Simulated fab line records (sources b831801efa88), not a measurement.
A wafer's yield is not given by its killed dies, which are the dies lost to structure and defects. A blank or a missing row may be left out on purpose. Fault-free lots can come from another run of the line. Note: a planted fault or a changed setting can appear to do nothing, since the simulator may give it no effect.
fab line records | flow sky130
record lots=5 | wafers=15 | last-day=50
route steps=708 shown POLY_GATE@229 LDD_N@237 LDD_P@255 LDD_HVN@267
lots that met no fault: taken from a fault-free run of the same line
start-h: the number of hours between the record's first day and the start of the first shown wafer of the lot | wait-h: hours since the lot's step before | " the same as in the row above | L1.1+2: one row covering several wafers at once | - no value, or no start given | * or withheld: withheld | < > ~ a bound
route shown NAME@n: a module of which the file shows steps, and the number in the route of the first | usual: mean/standard deviation of fault-free wafers | same: alike in all rows | chamber/n: place in a boat | sites: each site's reading | _std_site: the standard deviation of these | _edge_site: the outer-site mean with the inner-site mean subtracted | radius-mm: for every site, how far away it sits from the centre of the wafer | mask NAME#n: copy n | behind: tool/chamber where the wafer was last shaped | hold: why the lot went on hold/how many hours it stayed there/how the hold came to an end | device: transistor that didn't switch, given as n, p or np | end of line: at the end of the route, the tests of the same wafers | a step given without rows: its recipe and nothing more | killed: not the wafer's yield, but the dies lost to structure and defects at the first sort | map: the dies of a wafer, with x for killed, . for not killed, _ for no die there
set.NAME: the setting the step ran with; set.NAME@STEP: the setting that earlier step ran with | model.NAME: the simulator's own value behind a step, which no gauge read
certain route steps with their lots: each step a table, each wafer a row
services: a tool's chamber out of use, with start hour (start-h, from the record's first day; less than 0 if before it), hours out, and reason
## steps
# step SKY_POLY_GATE_ETCH_15
# recipe chemistry=N2/H2 | target=BARC | ion-energy-ev=200 | source-w=500 | bias-w=100 | pressure-mtorr=30 | n2-flow-sccm=100 | h2-flow-sccm=200 | stop-on=SiO2 | time-s=118.5 | target-depth-a=1100
# step SKY_POLY_GATE_ETCH_16
# recipe stop-on=poly-Si | chemistry=CH3F/O2 | target=Si3N4 | source-w=400 | bias-w=80 | pressure-mtorr=25 | ch3f-flow-sccm=40 | O2_flow_sccm=30 | time-s=147.5 | target-depth-a=750
# usual drypump-motor-current-A=5.8/0.42 | oes-product-au=0.640/0.0053 | throttle-valve-pct=10.534/0.0096
lot.wafer | tool        | chamber | start-h | wait-h | drypump-motor-current-A | oes-product-au | rf-hours-counter-h | throttle-valve-pct
L631.2    | rie-diel-03 | 3       | 376.74  | 0.0    | 6.0                     | 0.633          | 35                 | 10.521
L631.3    | "           | 0       | "       | "      | 4.9                     | 0.646          | 2                  | 10.542
L631.5    | "           | 2       | "       | "      | 5.7                     | 0.636          | -                  | 10.532
L638.1    | rie-diel-04 | 0       | 449.60  | 0.0    | 5.6                     | 0.641          | 16                 | 10.523
L638.2    | "           | 3       | "       | "      | 6.0                     | 0.634          | 9                  | 10.538
L638.6    | "           | 0       | "       | "      | 5.6                     | 0.647          | -                  | 10.534
L643.2    | rie-diel-01 | 1       | 486.52  | 0.0    | 6.0                     | 0.632          | 5                  | 10.537
L643.3    | "           | 0       | "       | "      | 5.8                     | 0.634          | 19                 | 10.540
L643.5    | "           | 0       | "       | "      | 5.8                     | 0.643          | -                  | 10.513
L645.1    | rie-diel-04 | 2       | 504.60  | 0.0    | 5.4                     | 0.633          | 3                  | 10.527
L645.5    | "           | 1       | "       | "      | 5.2                     | 0.632          | -                  | 10.527
L645.6    | "           | 0       | "       | "      | 5.6                     | 0.634          | -                  | 10.535
L653.1    | rie-diel-01 | 2       | 567.57  | 0.0    | 5.6                     | 0.641          | 1                  | 10.506
L653.3    | "           | 1       | "       | "      | 6.0                     | 0.649          | 7                  | 10.531
L653.4    | "           | 3       | "       | "      | 6.4                     | 0.644          | 9                  | 10.533
# step SKY_POLY_GATE_ETCH_17
# recipe target-depth-nm=180 | stop-on=SiO2 | over-etch-frac=0.56667 | chemistry=HBr/Cl2 | target=poly-Si | icp-w=400 | bias-w=100 | pressure-mtorr=10 | HBr_flow_sccm=150 | Cl2_flow_sccm=50 | time-s=70.5
# usual drypump-motor-current-A=5.8/0.43 | oes-product-au=0.986/0.007 | throttle-valve-pct=33.684/0.0088
lot.wafer | tool      | chamber | start-h | wait-h | drypump-motor-current-A | oes-product-au | rf-hours-counter-h | throttle-valve-pct
L631.2    | rie-si-02 | 0       | 376.83  | 0.0    | 5.1                     | 0.975          | 5                  | 33.693
L631.3    | "         | 1       | "       | "      | 5.8                     | 0.968          | 78                 | 33.693
L631.5    | "         | 2       | "       | "      | 5.2                     | 0.982          | -                  | 33.695
L638.1    | rie-si-02 | 0       | 449.70  | 0.0    | 5.1                     | 0.986          | 6                  | 33.700
L638.2    | "         | 2       | "       | "      | 5.1                     | 1.004          | 4                  | 33.694
L638.6    | "         | 1       | "       | "      | 5.8                     | 0.992          | -                  | 33.676
L643.2    | rie-si-02 | 2       | 486.62  | 0.0    | 5.1                     | 0.991          | 4                  | 33.677
L643.3    | "         | 1       | "       | "      | 5.8                     | 0.987          | 0                  | 33.693
L643.5    | "         | 3       | "       | "      | 6.3                     | 0.993          | -                  | 33.686
L645.1    | rie-si-02 | 2       | 504.70  | 0.0    | 5.1                     | 0.996          | 4                  | 33.677
L645.5    | "         | 0       | "       | "      | 5.1                     | 0.988          | -                  | 33.680
L645.6    | "         | 3       | "       | "      | 6.3                     | 0.993          | -                  | 33.692
L653.1    | rie-si-02 | 1       | 567.67  | 0.0    | 5.8                     | 0.979          | 1                  | 33.675
L653.3    | "         | 3       | "       | "      | 6.3                     | 0.995          | 6                  | 33.683
L653.4    | "         | 2       | "       | "      | 5.1                     | 0.983          | 4                  | 33.680
# step SKY_POLY_GATE_STRIP_18
# recipe chemistry=O2/N2 | power-w=1400 | pressure-mtorr=1500 | platen-temp-c=withheld | o2-flow-sccm=3000 | n2-flow-sccm=300 | overash-fraction=0.5
# usual drypump-motor-current-A=5.7/0.59 | oes-product-au=0.361/0.0048 | strip-time-to-endpoint-s=3.18/0.034
lot.wafer | tool            | chamber | start-h | wait-h | drypump-motor-current-A | oes-product-au | rf-hours-counter-h | strip-time-to-endpoint-s
L631.2    | plasma-asher-04 | 1       | 376.89  | 0.0    | 6.1                     | 0.359          | 26                 | 3.15
L631.3    | "               | 1       | "       | "      | 6.2                     | 0.364          | -                  | 3.09
L631.5    | "               | 1       | "       | "      | 6.2                     | 0.364          | -                  | 3.13
L638.1    | plasma-asher-04 | 1       | 449.75  | 0.0    | 6.2                     | 0.367          | 37                 | 3.21
L638.2    | "               | 0       | "       | "      | 4.8                     | 0.363          | 37                 | 3.18
L638.6    | "               | 1       | "       | "      | 6.2                     | 0.366          | -                  | 3.20
L643.2    | plasma-asher-02 | 0       | 486.68  | 0.0    | 6.0                     | 0.355          | 80                 | 3.15
L643.3    | "               | 0       | "       | "      | 6.0                     | 0.359          | -                  | 3.10
L643.5    | "               | 1       | "       | "      | 5.8                     | 0.347          | -                  | 3.11
L645.1    | plasma-asher-04 | 1       | 504.75  | 0.0    | 6.2                     | 0.362          | 42                 | 3.17
L645.5    | "               | 0       | "       | "      | 4.9                     | 0.354          | -                  | 3.20
L645.6    | "               | 1       | "       | "      | 6.2                     | 0.361          | -                  | 3.20
L653.1    | plasma-asher-01 | 0       | 567.72  | 0.0    | 5.1                     | 0.358          | 70                 | 3.25
L653.3    | "               | 1       | "       | "      | 6.3                     | 0.363          | -                  | 3.18
L653.4    | "               | 0       | "       | "      | 5.1                     | 0.367          | -                  | 3.18
# step SKY_POLY_GATE_CLEAN_19
# recipe chemistry=SC1/SC2 | mix=1:4:20 | temp-c=70 | time-s=150 | dry=n2-spin
# step SKY_POLY_GATE_OXIDATION_20
# recipe temp-c=850 | ambient=O2 | stabilise-s=600 | purge-s=300 | target-thk-a=40 | ox-time-s=899
# step SKY_POLY_GATE_THK_MEAS_21
# recipe reads=SiO2_of_POLY_GATE_OXIDATION_20
# usual POLY_GATE_OXIDATION_THK=3.98/0.083
lot.wafer | tool          | chamber | start-h | wait-h | POLY_GATE_OXIDATION_THK[nm]
L631.2    | film-metro-03 | -       | 378.85  | 0.0    | 3.98
L631.3    | "             | -       | "       | "      | 3.98
L631.5    | "             | -       | "       | "      | 3.94
L638.1    | film-metro-02 | -       | 451.15  | 0.0    | 3.95
L638.2    | "             | -       | "       | "      | 3.89
L638.6    | "             | -       | "       | "      | 3.96
L643.2    | film-metro-01 | -       | 488.09  | 0.0    | 4.00
L643.3    | "             | -       | "       | "      | 4.07
L643.5    | "             | -       | "       | "      | 3.97
L645.1    | film-metro-03 | -       | 506.15  | 0.0    | 4.04
L645.5    | "             | -       | "       | "      | 4.07
L645.6    | "             | -       | "       | "      | 4.05
L653.1    | film-metro-02 | -       | 569.12  | 0.0    | 4.07
L653.3    | "             | -       | "       | "      | 4.03
L653.4    | "             | -       | "       | "      | 3.99
# step SKY_POLY_GATE_CD_MEAS_22
# usual cd-nm=150.9/2.2
lot.wafer | tool      | chamber | start-h | wait-h | cd-nm
L631.2    | cd-sem-01 | -       | 378.92  | 0.1    | 149.9
L631.3    | "         | -       | "       | "      | 151.8
L631.5    | "         | -       | "       | "      | 148.3
L638.1    | cd-sem-01 | -       | 451.21  | 0.1    | 148.1
L638.2    | "         | -       | "       | "      | 150.2
L638.6    | "         | -       | "       | "      | 148.7
L643.2    | cd-sem-01 | -       | 488.17  | 0.1    | 150.7
L643.3    | "         | -       | "       | "      | 150.6
L643.5    | "         | -       | "       | "      | 149.1
L645.1    | cd-sem-02 | -       | 506.21  | 0.1    | 152.4
L645.5    | "         | -       | "       | "      | 150.4
L645.6    | "         | -       | "       | "      | 147.2
L653.1    | cd-sem-02 | -       | 569.18  | 0.1    | 149.4
L653.3    | "         | -       | "       | "      | 152.0
L653.4    | "         | -       | "       | "      | 155.1
# step SKY_LDD_N_DEHYDRATE_00
# recipe temp-c=200 | time-s=60
# step SKY_LDD_N_HMDS_01
# recipe prime-time-s=60 | prime-temp-c=120
# step SKY_LDD_N_COAT_02
# recipe resist=NOVOLAK | spin-rpm=3000 | resist-thk-nm=300
# step SKY_LDD_N_SOFTBAKE_03
# recipe temp-c=90 | time-s=60 | resist=NOVOLAK
# step SKY_LDD_N_EXPOSE_04
# recipe mask-id=NTM | target-cd-nm=840 | na=0.6 | source-shape=conventional | sigma-outer=0.6 | dose-mj=110
lot.wafer  | tool             | chamber | start-h | wait-h | mask
L631.2+3+5 | iline-stepper-01 | 0       | 393.50  | -      | NTM#0
L638.1+2+6 | iline-stepper-02 | 0       | 467.25  | -      | NTM#0
L643.2+3+5 | iline-stepper-02 | 0       | 503.68  | -      | PSDM#0
L645.1+5+6 | iline-stepper-01 | 0       | 521.73  | -      | NTM#0
L653.1+3+4 | iline-stepper-01 | 0       | 583.85  | -      | NTM#0
# step SKY_LDD_N_PEB_05
# recipe temp-c=withheld | time-s=* | resist=NOVOLAK
# step SKY_LDD_N_DEVELOP_06
# recipe develop-time-s=60 | dev-temp-c=23
# step SKY_LDD_N_OVL_MEAS_07
# usual LDD_N_OVL=-0.6/1.3
lot.wafer | tool       | chamber | start-h | wait-h | LDD_N_OVL[nm]
L631.2    | overlay-02 | -       | 408.04  | 0.1    | 0.1
L631.3    | "          | -       | "       | "      | 0.1
L631.5    | "          | -       | "       | "      | -0.5
L638.1    | overlay-02 | -       | 482.05  | 0.1    | -0.1
L638.2    | "          | -       | "       | "      | -0.5
L638.6    | "          | -       | "       | "      | -2.0
L643.2    | overlay-02 | -       | 518.19  | 0.1    | -
L643.3    | "          | -       | "       | "      | -
L643.5    | "          | -       | "       | "      | -
L645.1    | overlay-02 | -       | 536.68  | 0.1    | 0.9
L645.5    | "          | -       | "       | "      | 2.2
L645.6    | "          | -       | "       | "      | -0.2
L653.1    | overlay-01 | -       | 598.35  | 0.1    | -1.2
L653.3    | "          | -       | "       | "      | -3.5
L653.4    | "          | -       | "       | "      | -0.5
# step SKY_LDD_N_IMPLANT_08
# recipe species=As | energy-kev=20 | dose-cm2=7.5e+13 | tilt-deg=withheld | rotation-deg=23
# step SKY_LDD_N_IMPLANT_09
# recipe species=As | energy-kev=20 | dose-cm2=7.5e+13 | tilt-deg=withheld | rotation-deg=113
# step SKY_LDD_N_IMPLANT_10
# recipe species=As | energy-kev=20 | dose-cm2=7.5e+13 | tilt-deg=withheld | rotation-deg=203
# step SKY_LDD_N_IMPLANT_11
# recipe species=As | energy-kev=20 | dose-cm2=7.5e+13 | tilt-deg=withheld | rotation-deg=293
# step SKY_LDD_N_IMPLANT_12
# recipe species=BF2 | energy-kev=50 | dose-cm2=5e+12 | tilt-deg=30 | rotation-deg=0
# step SKY_LDD_N_IMPLANT_13
# recipe species=BF2 | energy-kev=50 | dose-cm2=5e+12 | tilt-deg=30 | rotation-deg=90
# step SKY_LDD_N_IMPLANT_14
# recipe species=BF2 | energy-kev=50 | dose-cm2=5e+12 | tilt-deg=30 | rotation-deg=180
# step SKY_LDD_N_IMPLANT_15
# recipe species=BF2 | energy-kev=50 | dose-cm2=5e+12 | tilt-deg=30 | rotation-deg=270
# step SKY_LDD_N_STRIP_16
# recipe chemistry=O2/N2 | power-w=1400 | pressure-mtorr=1500 | platen-temp-c=withheld | o2-flow-sccm=3000 | n2-flow-sccm=300 | overash-fraction=0.5
# usual drypump-motor-current-A=5.6/0.62 | oes-product-au=0.407/0.0054 | strip-time-to-endpoint-s=4.319/0.017
lot.wafer | tool            | chamber | start-h | wait-h | drypump-motor-current-A | oes-product-au | rf-hours-counter-h | strip-time-to-endpoint-s
L631.2    | plasma-asher-04 | 1       | 409.27  | 0.1    | 6.2                     | 0.396          | 30                 | 4.322
L631.3    | "               | 1       | "       | "      | 6.2                     | 0.411          | -                  | 4.334
L631.5    | "               | 0       | "       | "      | 4.9                     | 0.406          | -                  | 4.354
L638.1    | plasma-asher-01 | 0       | 483.28  | 0.1    | 5.1                     | 0.413          | 62                 | 4.337
L638.2    | "               | 1       | "       | "      | 6.2                     | 0.404          | 62                 | 4.344
L638.6    | "               | 1       | "       | "      | 6.3                     | 0.413          | -                  | 4.347
L643.2    | plasma-asher-04 | 1       | 519.42  | 0.1    | 6.2                     | 0.406          | 44                 | 4.312
L643.3    | "               | 1       | "       | "      | 6.2                     | 0.406          | -                  | 4.329
L643.5    | "               | 1       | "       | "      | 6.2                     | 0.398          | -                  | 4.321
L645.1    | plasma-asher-01 | 1       | 537.92  | 0.1    | 6.3                     | 0.409          | 68                 | 4.327
L645.5    | "               | 0       | "       | "      | 5.1                     | 0.403          | -                  | 4.314
L645.6    | "               | 1       | "       | "      | 6.3                     | 0.404          | -                  | 4.318
L653.1    | plasma-asher-01 | 1       | 599.58  | 0.1    | 6.3                     | 0.410          | 74                 | 4.301
L653.3    | "               | 0       | "       | "      | 5.1                     | 0.400          | -                  | 4.308
L653.4    | "               | 1       | "       | "      | 6.3                     | 0.405          | -                  | 4.298
# step SKY_LDD_N_TW_MEAS_17
# usual LDD_N_TW=2603/29
lot.wafer | tool          | chamber | start-h | wait-h | LDD_N_TW
L631.2    | film-metro-03 | -       | 409.38  | 0.1    | 2607
L631.3    | "             | -       | "       | "      | 2587
L631.5    | "             | -       | "       | "      | 2604
L638.1    | film-metro-04 | -       | 483.38  | 0.1    | 2650
L638.2    | "             | -       | "       | "      | 2627
L638.6    | "             | -       | "       | "      | 2640
L643.2    | film-metro-03 | -       | 519.53  | 0.1    | 30
L643.3    | "             | -       | "       | "      | 30
L643.5    | "             | -       | "       | "      | 30
L645.1    | film-metro-01 | -       | 538.02  | 0.1    | 2575
L645.5    | "             | -       | "       | "      | 2576
L645.6    | "             | -       | "       | "      | 2575
L653.1    | film-metro-03 | -       | 599.68  | 0.1    | 2604
L653.3    | "             | -       | "       | "      | 2602
L653.4    | "             | -       | "       | "      | 2583
# step SKY_LDD_P_DEHYDRATE_00
# recipe temp-c=200 | time-s=60
# step SKY_LDD_P_HMDS_01
# recipe prime-time-s=60 | prime-temp-c=120
# step SKY_LDD_P_COAT_02
# recipe resist=NOVOLAK | spin-rpm=3000 | resist-thk-nm=1140
# step SKY_LDD_P_SOFTBAKE_03
# recipe temp-c=90 | time-s=60 | resist=NOVOLAK
# step SKY_LDD_P_EXPOSE_04
# recipe mask-id=PSDM | na=0.6 | source-shape=conventional | sigma-outer=0.6 | polarization=unpolarized | target-cd-nm=380 | dose-mj=138
# step SKY_LDD_P_PEB_05
# recipe temp-c=withheld | time-s=* | resist=NOVOLAK
# step SKY_LDD_P_DEVELOP_06
# recipe resist=NOVOLAK | developer=TMAH | develop-time-s=60 | dev-temp-c=23
# step SKY_LDD_P_CD_MEAS_07
# recipe target-cd-nm=380
# usual cd-nm=381.1/2.5
lot.wafer | tool      | chamber | start-h | wait-h | cd-nm
L631.2    | cd-sem-02 | -       | 439.63  | 0.1    | 382.2
L631.3    | "         | -       | "       | "      | 384.5
L631.5    | "         | -       | "       | "      | 381.8
L638.1    | cd-sem-01 | -       | 514.13  | 0.1    | 383.6
L638.2    | "         | -       | "       | "      | 383.6
L638.6    | "         | -       | "       | "      | 381.5
L643.2    | cd-sem-02 | -       | 549.95  | 0.1    | 383.9
L643.3    | "         | -       | "       | "      | 380.8
L643.5    | "         | -       | "       | "      | 380.6
L645.1    | cd-sem-02 | -       | 567.63  | 0.1    | 382.3
L645.5    | "         | -       | "       | "      | 380.7
L645.6    | "         | -       | "       | "      | 382.7
L653.1    | cd-sem-01 | -       | 627.66  | 0.1    | 383.1
L653.3    | "         | -       | "       | "      | 381.1
L653.4    | "         | -       | "       | "      | 380.0
# step SKY_LDD_P_OVL_MEAS_08
# usual LDD_P_OVL=-0.7/1.4
lot.wafer | tool       | chamber | start-h | wait-h | LDD_P_OVL[nm]
L631.2    | overlay-01 | -       | 439.73  | 0.1    | -0.7
L631.3    | "          | -       | "       | "      | -1.0
L631.5    | "          | -       | "       | "      | -1.5
L638.1    | overlay-02 | -       | 514.25  | 0.1    | 0.2
L638.2    | "          | -       | "       | "      | -0.9
L638.6    | "          | -       | "       | "      | 0.4
L643.2    | overlay-01 | -       | 550.06  | 0.1    | -0.8
L643.3    | "          | -       | "       | "      | -0.6
L643.5    | "          | -       | "       | "      | -1.3
L645.1    | overlay-01 | -       | 567.75  | 0.1    | 0.0
L645.5    | "          | -       | "       | "      | 0.0
L645.6    | "          | -       | "       | "      | 1.1
L653.1    | overlay-01 | -       | 627.78  | 0.1    | 1.2
L653.3    | "          | -       | "       | "      | 1.6
L653.4    | "          | -       | "       | "      | 0.1
# step SKY_LDD_P_IMPLANT_09
# recipe species=BF2 | energy-kev=25 | dose-cm2=1e+13 | tilt-deg=withheld
# step SKY_LDD_P_STRIP_10
# recipe chemistry=O2/N2 | power-w=1400 | pressure-mtorr=1500 | platen-temp-c=withheld | o2-flow-sccm=3000 | n2-flow-sccm=300 | overash-fraction=0.5
# usual drypump-motor-current-A=5.7/0.51 | oes-product-au=0.716/0.0048 | strip-time-to-endpoint-s=14.19/0.047
lot.wafer | tool            | chamber | start-h | wait-h | drypump-motor-current-A | oes-product-au | rf-hours-counter-h | strip-time-to-endpoint-s
L631.2    | plasma-asher-01 | 1       | 439.91  | 0.1    | 6.3                     | 0.714          | 58                 | 14.20
L631.3    | "               | 0       | "       | "      | 5.2                     | 0.715          | -                  | 14.18
L631.5    | "               | 0       | "       | "      | 5.2                     | 0.720          | -                  | 14.17
L638.1    | plasma-asher-01 | 1       | 514.43  | 0.1    | 6.3                     | 0.708          | 66                 | 14.21
L638.2    | "               | 0       | "       | "      | 5.2                     | 0.723          | 66                 | 14.22
L638.6    | "               | 0       | "       | "      | 5.1                     | 0.725          | -                  | 14.20
L643.2    | plasma-asher-03 | 0       | 550.24  | 0.1    | 4.9                     | 0.713          | 11                 | 14.19
L643.3    | "               | 1       | "       | "      | 5.8                     | 0.716          | -                  | 14.22
L643.5    | "               | 1       | "       | "      | 5.8                     | 0.713          | -                  | 14.24
L645.1    | plasma-asher-01 | 1       | 567.94  | 0.1    | 6.3                     | 0.718          | 70                 | 14.14
L645.5    | "               | 1       | "       | "      | 6.3                     | 0.708          | -                  | 14.12
L645.6    | "               | 0       | "       | "      | 5.1                     | 0.711          | -                  | 14.15
L653.1    | plasma-asher-01 | 1       | 627.96  | 0.1    | 6.3                     | 0.712          | 77                 | 14.21
L653.3    | "               | 0       | "       | "      | 5.2                     | 0.711          | -                  | 14.24
L653.4    | "               | 1       | "       | "      | 6.3                     | 0.719          | -                  | 14.24
# step SKY_LDD_P_TW_MEAS_11
# usual LDD_P_TW=642/5.9
lot.wafer | tool          | chamber | start-h | wait-h | LDD_P_TW
L631.2    | film-metro-02 | -       | 440.02  | 0.1    | 636
L631.3    | "             | -       | "       | "      | 638
L631.5    | "             | -       | "       | "      | 640
L638.1    | film-metro-03 | -       | 514.53  | 0.1    | 639
L638.2    | "             | -       | "       | "      | 636
L638.6    | "             | -       | "       | "      | 636
L643.2    | film-metro-04 | -       | 550.35  | 0.1    | 2660
L643.3    | "             | -       | "       | "      | 2652
L643.5    | "             | -       | "       | "      | 2656
L645.1    | film-metro-04 | -       | 568.04  | 0.1    | 648
L645.5    | "             | -       | "       | "      | 647
L645.6    | "             | -       | "       | "      | 649
L653.1    | film-metro-02 | -       | 628.06  | 0.1    | 640
L653.3    | "             | -       | "       | "      | 639
L653.4    | "             | -       | "       | "      | 638
# step SKY_LDD_HVN_DEHYDRATE_00
# recipe temp-c=200 | time-s=60
## services
tool             | chamber | start-h | hours | kind
plasma-asher-01  | -       | 366.47  | 4.3   | pm
rie-diel-01      | 1       | 366.51  | 20.3  | repair
rie-diel-04      | -       | 369.67  | 0.1   | repair
plasma-asher-01  | -       | 374.77  | 24.6  | pm
rie-diel-04      | -       | 379.59  | 0.1   | repair
rie-diel-04      | 0       | 384.19  | 8.8   | repair
rie-diel-03      | 0       | 387.97  | 2.2   | repair
rie-diel-01      | 2       | 397.47  | 9.4   | repair
plasma-asher-01  | -       | 399.42  | 15.6  | pm
iline-stepper-02 | -       | 399.67  | 1.7   | pm
iline-stepper-02 | -       | 419.26  | 9.5   | repair
rie-diel-01      | 2       | 467.66  | 15.8  | repair
rie-diel-01      | 0       | 471.06  | 5.7   | repair
iline-stepper-02 | -       | 485.90  | 2.1   | pm
rie-diel-01      | 2       | 502.95  | 9.5   | repair
rie-diel-04      | 3       | 503.87  | 4.4   | repair
iline-stepper-01 | -       | 513.44  | 1.7   | pm
rie-si-02        | 0       | 531.23  | 1.7   | repair
iline-stepper-01 | -       | 534.72  | 0.8   | repair
iline-stepper-02 | -       | 543.00  | 7.2   | repair
rie-si-02        | 2       | 550.65  | 8.5   | repair
rie-diel-04      | 1       | 583.34  | 15.1  | repair
rie-si-02        | 3       | 617.61  | 5.7   | repair
iline-stepper-02 | -       | 617.85  | 1.7   | pm
## key
first-sign step=SKY_LDD_N_EXPOSE_04 | reading=mask | direction=changed
effect step=SKY_LDD_N_OVL_MEAS_07 | reading=LDD_N_OVL | direction=missing
effect step=SKY_LDD_N_TW_MEAS_17 | reading=LDD_N_TW | direction=down | sigmas=88 | usual=2603 | struck=30
effect step=SKY_LDD_P_TW_MEAS_11 | reading=LDD_P_TW | direction=up | sigmas=99+ | usual=642 | struck=2656
met-at SKY_LDD_N_EXPOSE_04
struck-wafers L643.2,L643.3,L643.5
sort-left-out L643.2,L643.3,L643.5
tester-left-out L643
onset-between 467.25 503.68
fault kind=wrong-mask | tool=any | chamber=- | onset-h=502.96 | steps=SKY_LDD_N_EXPOSE_04 | aux-copy=PSDM#0 | scope=struck-lots-only
# tester-left-out: of these lots the tester's yield and bins aren't shown, on N5 and GAA mostly nor the transistor test; their killed dies are dies lost to structure and defects alone, not to doping, threshold or leakage, so they don't give the yield
# sort-left-out: the simulated sort isn't trusted on such a fault, so these wafers' sort isn't shown, and their yield isn't known
